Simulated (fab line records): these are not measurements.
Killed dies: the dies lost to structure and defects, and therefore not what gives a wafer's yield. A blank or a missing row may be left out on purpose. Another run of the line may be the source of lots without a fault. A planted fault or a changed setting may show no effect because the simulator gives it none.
The tool behind it: which one? + flow sky130 + Sampling: 11 lots, 33 wafers, 4 of 708 route steps

WHAT THE GAUGES READ, wafer by wafer
SKY_CAPM_RS_MEAS_03: measurement is done with a four-point probe.
| lot  | measured     | on            | CAPM_TIN_RS (ohm/sq) |
|------|--------------|---------------|----------------------|
| L508 | day 37 00:20 | film-metro-01 | 6.86 6.88 6.88       |
| L518 | day 40 05:19 | film-metro-01 | 6.82 6.82 6.78       |
| L520 | day 41 02:03 | film-metro-02 | 6.84 6.87 6.86       |
| L521 | day 41 03:30 | film-metro-03 | 7.01 7.03 7.00       |
| L523 | day 41 17:57 | film-metro-01 | 6.99 6.93 6.94       |
| L525 | day 41 22:59 | film-metro-02 | 6.97 6.90 6.89       |
| L526 | day 42 10:53 | film-metro-01 | 7.05 7.02 7.06       |
| L527 | day 42 16:13 | film-metro-01 | 6.91 6.89 6.94       |
| L528 | day 43 04:21 | film-metro-02 | 6.92 6.91 6.87       |
| L529 | day 43 09:40 | film-metro-03 | 6.81 6.79 6.86       |
| L530 | day 43 12:15 | film-metro-01 | 6.98 6.95 6.99       |

WHAT TOOL EACH LOT RAN ON (gives the tool, then ch and the chambers of the sampled wafers, and finally the start)
| lot  | SKY_METAL2_DESCUM_17              | SKY_VIA2_STRIP_16                    | SKY_METAL3_SPUTTER_04        |
|------|-----------------------------------|--------------------------------------|------------------------------|
| L508 | rie-metal-04 ch 0,1, day 35 19:25 | plasma-asher-01 ch 0,1, day 36 22:41 | pvd-sputter-01, day 37 00:05 |
| L518 | rie-metal-04 ch 0,1, day 39 01:23 | plasma-asher-02 ch 0,1, day 40 03:41 | pvd-sputter-01, day 40 05:04 |
| L520 | rie-metal-01 ch 0, day 39 22:18   | plasma-asher-01 ch 0,1, day 41 00:23 | pvd-sputter-02, day 41 01:47 |
| L521 | rie-metal-04 ch 0,1, day 39 23:45 | plasma-asher-01 ch 0,1, day 41 01:53 | pvd-sputter-02, day 41 03:16 |
| L523 | rie-metal-01 ch 0,1, day 40 14:29 | plasma-asher-01 ch 0,1, day 41 16:19 | pvd-sputter-02, day 41 17:39 |
| L525 | rie-metal-04 ch 0,1, day 40 19:11 | plasma-asher-04 ch 0,1, day 41 21:22 | pvd-sputter-04, day 41 22:42 |
| L526 | rie-metal-02 ch 0, day 41 08:56   | plasma-asher-02 ch 0,1, day 42 09:14 | pvd-sputter-02, day 42 10:37 |
| L527 | rie-metal-01 ch 0,1, day 41 13:15 | plasma-asher-02 ch 0,1, day 42 14:32 | pvd-sputter-04, day 42 15:56 |
| L528 | rie-metal-02 ch 0,1, day 42 01:37 | plasma-asher-02 ch 0,1, day 43 02:44 | pvd-sputter-01, day 43 04:07 |
| L529 | rie-metal-01 ch 0,1, day 42 06:37 | plasma-asher-04 ch 0,1, day 43 07:55 | pvd-sputter-04, day 43 09:23 |
| L530 | rie-metal-02 ch 0,1, day 42 09:26 | plasma-asher-02 ch 1, day 43 10:38   | pvd-sputter-02, day 43 12:01 |
- SKY_METAL2_DESCUM_17: chemistry O2, time 8 s.
- SKY_VIA2_STRIP_16: strips in O2/N2.
- SKY_METAL3_SPUTTER_04: material TiN, target thk 70 nm, time 58.3 s.

THE ANSWER, worked out from the rows above alone
Rule: what is usual is taken from the lots themselves. The widest of any qualifying gaps counts: lots, ordered by their means at a reading, are off when they make up no more than a third of the lots, leave a main group of 4 or more, and stand apart from it by 3 or more times the standard deviation of that group's means. If all means in a main group match to the digits the tables above print for the reading, that group is not used. Also off: a lot with no number at a reading for which 4 or more lots have one. Any other lot the step has rows for is counted as sound.
No lot is off on any of the readings shown, so nothing can be concluded from this.

WHAT THE SIMULATOR HAD PUT IN
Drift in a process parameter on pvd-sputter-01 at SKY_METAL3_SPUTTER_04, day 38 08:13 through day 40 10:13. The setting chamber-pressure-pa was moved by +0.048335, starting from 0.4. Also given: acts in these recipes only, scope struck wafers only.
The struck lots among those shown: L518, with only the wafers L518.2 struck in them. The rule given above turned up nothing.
